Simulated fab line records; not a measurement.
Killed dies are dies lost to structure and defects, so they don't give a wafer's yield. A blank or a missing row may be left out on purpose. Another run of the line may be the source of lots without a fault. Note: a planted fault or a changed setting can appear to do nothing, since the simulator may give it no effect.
Split-lot trial | flow sfq line | 23 wafers read from 5 lots, route of 325 steps

## THE SPLIT
At SFQ_TRILAYER_I0_VIA_LITHO_COAT_036 (resist thk 62 nm), the setting resist thk nm was moved away from the recipe's 62 nm on 9 of the 23 wafers read, by -1.8% to +5.5%. All remaining wafers had this setting at the recipe value.

The split's own step is where the reading is taken.

## THE READING
BARC_of_TRILAYER_I0_VIA_LITHO_COAT_036.thk nm (the simulator's own value, which no gauge read), in nm, at SFQ_TRILAYER_I0_VIA_LITHO_COAT_036 (resist thk 62 nm). There is no usual value for it anywhere in the file. Average 61.93 nm, standard deviation 0.12 nm, over the 14 wafers here run with the recipe.

wafer  | tool, chamber at the split | resist thk nm as run, nm | against the recipe | BARC_of_TRILAYER_I0_VIA_LITHO_COAT_036.thk nm, nm | against lot-mates on the recipe
L077.1 | litho track-02, 0          | 64.5                     | +4.0%              | 64.21                                             | +2.32
L077.2 | litho track-02, 0          | 62                       | recipe             | 62.06                                             | -
L077.3 | litho track-02, 0          | 64.5                     | +4.0%              | 64.19                                             | +2.30
L077.4 | litho track-02, 0          | 64.5                     | +4.0%              | 64.25                                             | +2.36
L077.5 | litho track-02, 0          | 62                       | recipe             | 61.72                                             | -
L079.1 | litho track-01, 0          | 62                       | recipe             | 62.15                                             | -
L079.2 | litho track-01, 0          | 62                       | recipe             | 61.9                                              | -
L079.3 | litho track-01, 0          | 60.87                    | -1.8%              | 61.08                                             | -0.95
L079.5 | litho track-01, 0          | 60.87                    | -1.8%              | 60.97                                             | -1.05
L079.6 | litho track-01, 0          | 60.87                    | -1.8%              | 60.71                                             | -1.31
L080.1 | litho track-02, 0          | 62                       | recipe             | 61.82                                             | -
L080.2 | litho track-02, 0          | 62                       | recipe             | 62.01                                             | -
L080.3 | litho track-02, 0          | 65.38                    | +5.5%              | 65.15                                             | +3.24
L080.4 | litho track-02, 0          | 65.38                    | +5.5%              | 65.46                                             | +3.54
L080.6 | litho track-02, 0          | 65.38                    | +5.5%              | 65.14                                             | +3.23
L081.2 | litho track-02, 0          | 62                       | recipe             | 61.91                                             | -
L081.3 | litho track-02, 0          | 62                       | recipe             | 61.99                                             | -
L081.4 | litho track-02, 0          | 62                       | recipe             | 61.79                                             | -
L081.5 | litho track-02, 0          | 62                       | recipe             | 61.85                                             | -
L081.6 | litho track-02, 0          | 62                       | recipe             | 62.03                                             | -
L083.2 | litho track-03, 0          | 62                       | recipe             | 61.85                                             | -
L083.4 | litho track-03, 0          | 62                       | recipe             | 61.88                                             | -
L083.5 | litho track-03, 0          | 62                       | recipe             | 62.09                                             | -

FIT RESULTS
A straight line over all 23 wafers: BARC_of_TRILAYER_I0_VIA_LITHO_COAT_036.thk nm changes by +0.59 nm for each +1% of resist thk nm; r = +1.00; the points scatter about the line by 0.14 nm.
The same after taking each lot's own level away (the mean of its wafers on the recipe; 23 wafers): +0.601 nm for each +1%; r = +1.00; scatter 0.13 nm.
According to that fit, moving resist thk nm by its largest amount changes the reading by 3.3 nm.
Measured against the standard deviation above, the lots' own levels, which go from 61.890 to 62.025 nm, span 1.1 times it.
The two slopes are in agreement: the lot-to-lot level therefore moves the slope only a little.
Check: +3.28 nm against its lot-mates is what the line predicts for one of the wafers moved furthest among these (+5.5%) when that wafer is left out of the fit. Against them it came out at +3.24 nm.

## THE OTHER SPLITS THESE WAFERS WENT THROUGH
Other splits were also applied to these wafers ahead of the reading. Each is held against what the fit with the lots' levels taken away leaves over:
other split on the same wafers                   | wafers away from the commonest value | r with BARC_of_TRILAYER_I0_VIA_LITHO_COAT_036.thk nm (lot level and that fit taken away)
SFQ_TRILAYER_L0_LITHO_COAT_010 resist thk nm     | 7                                    | -0.17
SFQ_TRILAYER_L0_LITHO_COAT_005 spin rpm          | 5                                    | +0.22
SFQ_TRILAYER_L0_VIA_LITHO_COAT_018 resist thk nm | 10                                   | +0.11
SFQ_TRILAYER_L0_VIA_LITHO_PEB_016 peb temp c     | 4                                    | -0.13
SFQ_TRILAYER_M0_DEP_SPUTTER_019 time s           | 10                                   | -0.28
SFQ_TRILAYER_M0_LITHO_COAT_026 spin rpm          | 8                                    | +0.55
SFQ_TRILAYER_M0_BARC_OPEN_METAL_ETCH_031 icp w   | 8                                    | +0.26

## THE FILE'S OWN FIT
BARC_of_TRILAYER_I0_VIA_LITHO_COAT_036.thk nm changes by +0.6 nm for each +1% of resist thk nm, r = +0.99.
